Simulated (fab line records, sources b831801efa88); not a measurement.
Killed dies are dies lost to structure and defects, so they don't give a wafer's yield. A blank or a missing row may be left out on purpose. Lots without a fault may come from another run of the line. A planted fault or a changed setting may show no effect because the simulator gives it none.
A struck lot beside a sound one | flow sky130 | 14 steps out of a route of 708
Sound: wafers L410.2, L410.4, L410.6. Struck: wafers L406.1, L406.3, L406.5. The cause comes at the end.
At each step with rows: each side's tool, then ch and its chambers, then its first start. Under that, the readings that differ: sound wafers | struck wafers | difference of the means | sigmas: that difference in standard deviations of wafers without a fault.
alike: readings whose means differ by less than 2 such deviations, and words and numbers that are the same on both sides. not compared: withheld readings, readings that some wafer has no value for, bounds like >300 that may hide the same value, and numbers for which the record gives no deviation and whose values overlap.
The two part at a step that has a row with sigmas, a row that says differs or no value, or rows on one side only. Numbers that don't overlap but have no deviation are shown without sigmas and don't part them. A reading that every wafer of one side lacks parts them only if that side has two wafers or more.

SKY_VIA2_STRIP_16: strips in O2/N2.
  sound on plasma_asher-01 ch 0,1, day 40 09:30; struck on plasma_asher-03 ch 1, day 39 09:22
  alike: drypump_motor_current_A, oes_product_au, strip_time_to_endpoint_s
  not compared: rf_hours_counter_h
then, 3 steps without rows for these wafers: SKY_VIA2_STRIP_17 (strips in post etch residue remover, time 1200 s); SKY_VIA2_CLEAN_18 (cleans in IPA, time 180 s); SKY_VIA2_CLEAN_19 (cleans in O3/DIW).
SKY_VIA2_SPUTTER_20: material TiN, target thk 20 nm, time 80 s.
  sound on pvd_sputter-04, day 40 10:06; struck on pvd_sputter-03, day 39 09:59
  alike: cathode_dc_power_W, chamber_pressure_pa, throttle_valve_pct
SKY_VIA2_CVD_21: deposits W, target thk 420 nm, time 126.4 s.
  sound on cvd_w-02 ch 0,1, day 40 10:10; struck on cvd_w-02 ch 0,1, day 39 10:03
  alike: heater_power_w
SKY_VIA2_RS_MEAS_22: measures by four-point-probe.
  sound on film_metro-04, day 40 10:19; struck on film_metro-01, day 39 10:11
  alike: VIA2_W_RS
SKY_VIA2_THK_MEAS_23: measures by xrf.
  sound on film_metro-04, day 40 10:25; struck on film_metro-01, day 39 10:18
  alike: VIA2_W_THK
then, 1 step without rows for these wafers: SKY_VIA2_CMP_24 (polishes, stops on SiO2, t overpolish 20 s, target thk 0 nm).
SKY_METAL3_SPUTTER_00: material Ti, target thk 15 nm, time 10 s.
  sound on pvd_sputter-02, day 40 10:46; struck on pvd_sputter-04, day 39 10:40
  alike: cathode_dc_power_W, chamber_pressure_pa, throttle_valve_pct
then, 1 step without rows for these wafers: SKY_METAL3_SPUTTER_01 (material TiN, target thk 20 nm, time 16.7 s).
SKY_METAL3_SPUTTER_02: material AlCu, target thk 735 nm, time 39.1 s.
  sound on pvd_sputter-02, day 40 10:49; struck on pvd_sputter-04, day 39 10:43
  alike: cathode_dc_power_W, chamber_pressure_pa, throttle_valve_pct
SKY_METAL3_SPUTTER_03: material Ti, target thk 5 nm, time 3.3 s.
  sound on pvd_sputter-02, day 40 10:52; struck on pvd_sputter-04, day 39 10:45
  no value came back on the struck wafers for cathode_dc_power_W (W), chamber_pressure_pa (Pa), throttle_valve_pct (%); on the sound wafers cathode_dc_power_W (W) reads 3000.4 2999.8 2999.3
then, 1 step without rows for these wafers: SKY_METAL3_SPUTTER_04 (material TiN, target thk 70 nm, time 58.3 s).

WHERE THEY PART
Only at SKY_METAL3_SPUTTER_03, within this record.

WHY: what the simulator had put in
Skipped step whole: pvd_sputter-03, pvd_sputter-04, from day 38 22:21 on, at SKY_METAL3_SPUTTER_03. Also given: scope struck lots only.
